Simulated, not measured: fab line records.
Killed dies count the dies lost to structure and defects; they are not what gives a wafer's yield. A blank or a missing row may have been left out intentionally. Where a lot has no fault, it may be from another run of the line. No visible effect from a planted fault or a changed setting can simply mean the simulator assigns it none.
Matching of chambers :: flow sky130 :: SKY_PAD_OPEN_ETCH_07 on rie-diel-04: 4 sister chambers
The step etches the open film in CF4/O2, stops on AlCu, target depth 725 nm, time 161.1 s. 7 wafers are shown with their chamber, then 10 later ones without.

## WAFERS, EACH WITH ITS CHAMBER
wafer: L077.2
chamber: 2
oes-product-au (a.u.): 0.982
throttle-valve-pct (%): 5.966

wafer: L079.4
chamber: 3
oes-product-au (a.u.): 0.984
throttle-valve-pct (%): 5.951

wafer: L083.2
chamber: 0
oes-product-au (a.u.): 0.968
throttle-valve-pct (%): 5.959

wafer: L083.4
chamber: 1
oes-product-au (a.u.): 0.972
throttle-valve-pct (%): 5.978

wafer: L083.6
chamber: 1
oes-product-au (a.u.): 0.975
throttle-valve-pct (%): 5.961

wafer: L086.1
chamber: 3
oes-product-au (a.u.): 0.969
throttle-valve-pct (%): 5.965

wafer: L086.3
chamber: 2
oes-product-au (a.u.): 0.980
throttle-valve-pct (%): 5.956

## WAFERS WHOSE CHAMBER IS MISSING
wafer: L086.5
oes-product-au (a.u.): 0.973
throttle-valve-pct (%): 5.965

wafer: L089.1
oes-product-au (a.u.): 0.972
throttle-valve-pct (%): 5.963

wafer: L089.3
oes-product-au (a.u.): 0.974
throttle-valve-pct (%): 5.950

wafer: L089.6
oes-product-au (a.u.): 0.979
throttle-valve-pct (%): 5.963

wafer: L095.1
oes-product-au (a.u.): 0.974
throttle-valve-pct (%): 5.954

wafer: L095.2
oes-product-au (a.u.): 0.968
throttle-valve-pct (%): 5.954

wafer: L095.3
oes-product-au (a.u.): 0.975
throttle-valve-pct (%): 5.979

wafer: L096.2
oes-product-au (a.u.): 0.969
throttle-valve-pct (%): 5.973

wafer: L096.3
oes-product-au (a.u.): 0.966
throttle-valve-pct (%): 5.949

wafer: L096.4
oes-product-au (a.u.): 0.975
throttle-valve-pct (%): 5.956

## THE CHAMBER EACH PASSED THROUGH
wafer: L086.5
from the rows above: can't be placed: 1 or 3 or 0 or 2
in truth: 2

wafer: L089.1
from the rows above: can't be placed: 1 or 0 or 3 or 2
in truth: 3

wafer: L089.3
from the rows above: can't be placed: 3 or 0 or 2 or 1
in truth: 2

wafer: L089.6
from the rows above: can't be placed: 2 or 3 or 1 or 0
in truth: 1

wafer: L095.1
from the rows above: can't be placed: 3 or 0 or 2 or 1
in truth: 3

wafer: L095.2
from the rows above: can't be placed: 0 or 3 or 1 or 2
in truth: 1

wafer: L095.3
from the rows above: can't be placed: 1 or 2 or 3 or 0
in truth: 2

wafer: L096.2
from the rows above: can't be placed: 1 or 0 or 3 or 2
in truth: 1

wafer: L096.3
from the rows above: can't be placed: 0 or 3 or 1 or 2
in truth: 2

wafer: L096.4
from the rows above: can't be placed: 3 or 2 or 0 or 1
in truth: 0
Correctly placed: 0 of 10. Unplaceable from these rows: 10, with the true chamber sitting among the candidates in 10. Wrongly placed: 0.
How it was worked out, from the rows above alone: a wafer's distance from a chamber is the root of the sum, over the readings, of the square of ((its reading less the chamber's mean) divided by the reading's scatter). If the next closest chamber is less than 2 further off than the closest, the wafer can't be placed; otherwise it belongs to the closest. Each chamber's mean is taken over the wafers shown for it. The scatter is the square root of a quotient: the sum, over the shown wafers, of each reading's squared deviation from its chamber's mean, divided by wafers minus chambers.
